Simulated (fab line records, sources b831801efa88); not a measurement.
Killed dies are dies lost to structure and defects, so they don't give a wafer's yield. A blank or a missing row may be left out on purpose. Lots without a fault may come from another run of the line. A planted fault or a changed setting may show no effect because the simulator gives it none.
A struck lot beside a sound one | flow gf180mcu | 17 steps out of a route of 602
Sound: wafers L509.1, L509.3, L509.6. Struck: wafers L499.2, L499.3, L499.5. The cause comes at the end.
At each step with rows: each side's tool, then ch and its chambers, then its first start. Under that, the readings that differ: sound wafers | struck wafers | difference of the means | sigmas: that difference in standard deviations of wafers without a fault.
alike: readings whose means differ by less than 2 such deviations, and words and numbers that are the same on both sides. not compared: withheld readings, readings that some wafer has no value for, bounds like >300 that may hide the same value, and numbers for which the record gives no deviation and whose values overlap.
The two part at a step that has a row with sigmas, a row that says differs or no value, or rows on one side only. Numbers that don't overlap but have no deviation are shown without sigmas and don't part them. A reading that every wafer of one side lacks parts them only if that side has two wafers or more.

first, 1 step without rows for these wafers: GF_STI_OXIDATION_01 (stabilise 600 s, purge 300 s, target thk 10 nm).
GF_STI_THK_MEAS_02:
  sound on film_metro-01, day 5 02:46; struck on film_metro-01, day 2 23:20
  alike: STI_OXIDATION_THK
then, 1 step without rows for these wafers: GF_STI_CVD_03 (deposits Si3N4 from DCS/NH3, target thk 207.16 nm, time 3551 s).
GF_STI_THK_MEAS_04:
  sound on film_metro-02, day 5 04:49; struck on film_metro-02, day 3 01:22
  alike: STI_CVD_03_THK
then, 7 steps without rows for these wafers: GF_STI_DEHYDRATE_05 (time 60 s); GF_STI_HMDS_06 (prime time 60 s); GF_STI_COAT_07 (resist thk 700 nm); GF_STI_SOFTBAKE_08 (time 60 s); GF_STI_EXPOSE_09 (exposes mask COMP, target cd 220 nm); GF_STI_PEB_10 (peb time 90 s); GF_STI_DEVELOP_11 (develop time 60 s).
GF_STI_CD_MEAS_12: target cd 220 nm.
  sound on cd_sem-01, day 5 19:31; struck on cd_sem-01, day 3 14:16
  reading    | sound             | struck            | difference | sigmas
  cd_nm (nm) | 217.5 217.6 218.1 | 221.9 221.4 219.3 | +3.1       | +3
GF_STI_ETCH_13: etches the open film in CHF3/O2, stops on Si, target depth 282.31 nm, time 112.9 s.
  sound on rie_diel-02 ch 0,1,3, day 5 19:38; struck on rie_diel-03 ch 0,1,3, day 3 14:22
  reading                              | sound             | struck            | difference | sigmas
  rf_fwd_power_W (W)                   | 597.4 593.8 596.8 | 505.0 499.3 501.9 | -93.9      | -49
  model.KrF_of_STI_COAT_07.thk_nm (nm) | 440.1 443.8 441.8 | 457.8 463.9 456.1 | +17.4      |
  alike: drypump_motor_current_A, oes_product_au, throttle_valve_pct
  not compared: rf_hours_counter_h
GF_STI_ETCH_14: etches Si in HBr/Cl2/O2, target depth 360 nm, time 102.9 s.
  sound on rie_si-01 ch 0,2, day 5 19:43; struck on rie_si-02 ch 0,1,2, day 3 14:26
  reading                              | sound           | struck          | difference | sigmas
  model.KrF_of_STI_COAT_07.thk_nm (nm) | 319 322.8 321.2 | 337.4 342 340.2 | +18.9      |
  alike: drypump_motor_current_A, oes_product_au, rf_fwd_power_W, throttle_valve_pct
  not compared: rf_hours_counter_h
GF_STI_STRIP_15: strips in O2/N2.
  sound on plasma_asher-03 ch 0, day 5 19:47; struck on plasma_asher-02 ch 0,1, day 3 14:31
  reading                      | sound          | struck         | difference | sigmas
  strip_time_to_endpoint_s (s) | 3.72 3.76 3.74 | 3.89 3.96 3.94 | +0.19      | +5
  alike: drypump_motor_current_A, heater_power_w, oes_product_au, platen_temp_c
  not compared: rf_hours_counter_h
then, 1 step without rows for these wafers: GF_STI_CLEAN_16 (cleans in dHF, time 25 s).
GF_PASSIVATION_PROBE_99:
  the record has rows for the sound wafers here (prober-02, day 33 17:23) and none for the struck ones

WHERE THEY PART
First at GF_STI_CD_MEAS_12; last, within this record, at GF_PASSIVATION_PROBE_99.

WHY: what the simulator had put in
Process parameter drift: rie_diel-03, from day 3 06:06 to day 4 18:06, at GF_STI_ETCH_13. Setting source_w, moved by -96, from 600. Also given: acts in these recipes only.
